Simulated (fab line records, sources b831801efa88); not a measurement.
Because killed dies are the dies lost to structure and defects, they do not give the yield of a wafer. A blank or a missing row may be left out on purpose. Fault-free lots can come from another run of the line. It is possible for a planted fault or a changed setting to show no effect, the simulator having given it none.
Which of the tools did it? | flow gf180mcu | 18 wafers from 6 lots sampled at 2 of the route's 602 steps

## WHAT THE GAUGES SHOWED, per wafer
GF_STI_THK_MEAS_22.
lot  | measured    | on            | STI_OXIDATION_01_THK (nm)
L856 | day 2 07:47 | film metro-01 | 15.1 15.3 15.4
L860 | day 3 07:07 | film metro-02 | 15.4 15.2 15.1
L862 | day 3 19:49 | film metro-01 | 15.4 15.5 15.5
L865 | day 4 06:39 | film metro-01 | 14.6 14.8 14.8
L875 | day 6 09:34 | film metro-04 | 14.7 14.6 14.4
L877 | day 6 21:04 | film metro-02 | 14.9 14.9 15.0

## WHAT TOOL EACH LOT RAN ON (gives the tool, then ch and the chambers of the sampled wafers, and finally the start)
lot  | GF_STI_ETCH_14
L856 | rie si-01 ch 0,1, day 2 05:49
L860 | rie si-02 ch 0,1, day 3 03:49
L862 | rie si-02 ch 1,2,3, day 3 17:25
L865 | rie si-01 ch 0,1, day 4 04:57
L875 | rie si-01 ch 2,3, day 6 07:54
L877 | rie si-01 ch 2,3, day 6 19:22
- GF_STI_ETCH_14: etches Si in HBr/Cl2/O2, target depth 360 nm, time 102.9 s.

## THE ANSWER, worked out from the rows above alone
Rule: what is usual is taken from the lots themselves. The widest of any qualifying gaps counts: lots, ordered by their means at a reading, are off when they make up no more than a third of the lots, leave a main group of 4 or more, and stand apart from it by 3 or more times the standard deviation of that group's means. A main group is skipped when, at the precision printed for the reading in the tables above, its means are all equal. A lot without any number at a reading at which 4 lots or more have one is off too. The other lots that the step has rows for count as sound.
Nothing can be told from this: no lot is off at any reading shown.

## WHAT THE SIMULATOR PUT IN
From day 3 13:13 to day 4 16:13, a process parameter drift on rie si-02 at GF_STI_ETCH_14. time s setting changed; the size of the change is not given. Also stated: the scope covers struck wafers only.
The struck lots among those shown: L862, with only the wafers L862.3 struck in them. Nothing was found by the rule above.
